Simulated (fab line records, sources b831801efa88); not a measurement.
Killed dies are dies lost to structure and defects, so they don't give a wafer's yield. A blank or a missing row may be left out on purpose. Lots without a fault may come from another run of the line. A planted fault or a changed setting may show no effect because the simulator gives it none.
Which tool did it? | flow sfq_line | 7 lots, 21 wafers sampled, at 4 steps of a route of 325

WHAT THE GAUGES READ, wafer by wafer
SFQ_M8_THK_MEAS_950: measures by xrf.
lot  | measured     | on            | M8_AU_THK (nm)
L986 | day 81 18:54 | film_metro-01 | 176.5 177.1 174.8
L994 | day 84 12:15 | film_metro-01 | 177.7 176.9 175.3
L996 | day 84 22:57 | film_metro-04 | 177.9 176.4 178.5
L998 | day 85 04:58 | film_metro-01 | 178.3 179.1 177.1
L101 | day 88 05:47 | film_metro-04 | 175.9 177.7 176.5
L103 | day 91 16:43 | film_metro-01 | 179.6 179.6 178.6
L105 | day 91 23:54 | film_metro-02 | 176.3 178.2 178.3

WHICH TOOL RAN EACH LOT (tool, then ch and the chambers of the sampled wafers, then the start)
lot  | SFQ_TRILAYER_L0_VIA_LITHO_DEVELOP_015 | SFQ_TRILAYER_I3_VIA_STRIP_STRIP_089 | SFQ_TRILAYER_M5_STRIP_STRIP_127
L986 | litho_track-02 ch 0, day 9 22:31      | rie_metal-03 ch 0,1, day 45 23:22   | rie_metal-03 ch 0,1, day 57 23:25
L994 | litho_track-01, day 11 10:43          | rie_metal-03 ch 0, day 48 12:18     | rie_metal-02 ch 0,1, day 60 22:46
L996 | litho_track-02 ch 0, day 12 04:49     | rie_metal-02 ch 0,1, day 49 12:21   | rie_metal-02 ch 0,1, day 61 03:34
L998 | litho_track-01 ch 0, day 12 21:38     | rie_metal-03 ch 0, day 50 06:21     | rie_metal-02 ch 0,1, day 61 13:17
L101 | litho_track-03 ch 0, day 13 16:49     | rie_metal-02 ch 0,1, day 51 01:33   | rie_metal-02 ch 0,1, day 62 08:37
L103 | litho_track-01 ch 0, day 14 18:10     | rie_metal-01 ch 0,1, day 51 15:57   | rie_metal-03 ch 0,1, day 63 07:40
L105 | litho_track-02 ch 0, day 15 10:33     | rie_metal-01 ch 0,1, day 52 17:05   | rie_metal-01 ch 0,1, day 63 20:23
- SFQ_TRILAYER_L0_VIA_LITHO_DEVELOP_015: time 60 s.
- SFQ_TRILAYER_I3_VIA_STRIP_STRIP_089: strips in O2.
- SFQ_TRILAYER_M5_STRIP_STRIP_127: strips in O2.

THE ANSWER, worked out from the rows above alone
Rule: what is usual is taken from the lots themselves. Put in order of their means at a reading, lots are off if they are a third of the lots or fewer, leave a main group of 4 or more, and stand apart from it by a gap of 3 or more times the standard deviation of the main group's means; of several such gaps the widest counts. A main group whose means are all the same, to the digits that the tables above print for the reading, isn't used. A lot without any number at a reading at which 4 lots or more have one is off too. The other lots that the step has rows for count as sound.
No lot is off at any reading shown: from this, nothing can be told.

WHAT THE SIMULATOR HAD PUT IN
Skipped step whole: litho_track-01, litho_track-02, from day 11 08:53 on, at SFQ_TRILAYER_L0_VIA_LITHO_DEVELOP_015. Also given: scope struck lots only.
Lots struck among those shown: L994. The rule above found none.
